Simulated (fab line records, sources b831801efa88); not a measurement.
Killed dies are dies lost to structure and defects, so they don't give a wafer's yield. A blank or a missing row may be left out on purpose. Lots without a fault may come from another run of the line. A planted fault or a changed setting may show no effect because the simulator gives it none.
One fault seen from 2 desks | flow sky130 | each desk has only its own numbers; what lay behind them comes last

THE METROLOGY DESK
What the gauges read, lot by lot, whatever tool the lot ran on: means of the sampled wafers that have a number. A lot is out of limits, marked OUT, if its mean lies more than 4 standard deviations from the usual mean; the brackets give that distance.
Columns: A = METAL2_ALCU_RS at SKY_METAL2_RS_MEAS_05, usual 0.1262 ohm/sq; B = METAL2_OVL at SKY_METAL2_OVL_MEAS_16, usual 0 nm
lot  | first seen here | A                        | B
L617 | day 34 13:19    | 0.1266                   | 12
L620 | day 36 04:25    | 0.1279                   | -2
L624 | day 38 06:44    | 0.1248                   | 3
L627 | day 38 12:01    | 0.1262                   | -5
L629 | day 38 12:12    | 0.1252                   | 1
L628 | day 38 15:01    | 8.6500 (+99 or more) OUT | -
L630 | day 38 15:45    | 8.6525 (+99 or more) OUT | -
L634 | day 39 20:46    | 0.1252                   | -8
L636 | day 39 22:14    | 0.1258                   | -2
L637 | day 40 05:51    | 0.1256                   | 1
L638 | day 40 17:30    | 0.1277                   | -1
L639 | day 40 21:44    | 0.1307                   | 10
This desk's finding: out of limits on L628, L630; first on L628, day 38 15:01 (METAL2_ALCU_RS at SKY_METAL2_RS_MEAS_05). In limits: L617, L620, L624, L627, L629, L634, L636, L637, L638, L639.

THE TOOL OWNER'S DESK: pvd_sputter-04
The tool's own readings at SKY_METAL2_SPUTTER_02 (material AlCu, target thk 250 nm, time 13.3 s): means of the sampled wafers that have a number, for each lot that ran on this tool. A lot is out of limits, marked OUT, if its mean lies more than 4 standard deviations from the usual mean; the brackets give that distance.
Columns: A = cathode_dc_power_W at SKY_METAL2_SPUTTER_02, usual 10600 W; B = chamber_pressure_pa at SKY_METAL2_SPUTTER_02, usual 0.4001 Pa; C = throttle_valve_pct at SKY_METAL2_SPUTTER_02, usual 29.9 %
lot  | first seen here | A     | B      | C
L617 | day 34 13:13    | 10598 | 0.4000 | 29.9
L624 | day 38 06:37    | 10600 | 0.4001 | 30.3
L627 | day 38 11:53    | 10599 | 0.3998 | 29.5
L634 | day 39 20:40    | 10600 | 0.3999 | 29.5
L636 | day 39 22:06    | 10602 | 0.4006 | 29.9
This desk's finding: nothing out of limits on any of the 5 lots.

PUT TOGETHER
The metrology desk could have raised an alarm at day 38 15:01, on L628, L630.
The tool owner's desk saw nothing out of limits.
The tool owner's desk has no number on record for L628, L630.
Of the lots named, all ran SKY_METAL2_SPUTTER_02 on pvd_sputter-04.

WHAT THE SIMULATOR HAD PUT IN
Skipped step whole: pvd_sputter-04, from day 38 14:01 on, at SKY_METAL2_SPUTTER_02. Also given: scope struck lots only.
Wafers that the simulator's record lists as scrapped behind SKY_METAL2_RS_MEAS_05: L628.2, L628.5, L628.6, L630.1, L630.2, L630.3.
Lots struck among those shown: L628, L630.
Hours from the fault's start to each desk's first reading out of limits: the metrology desk, 1.
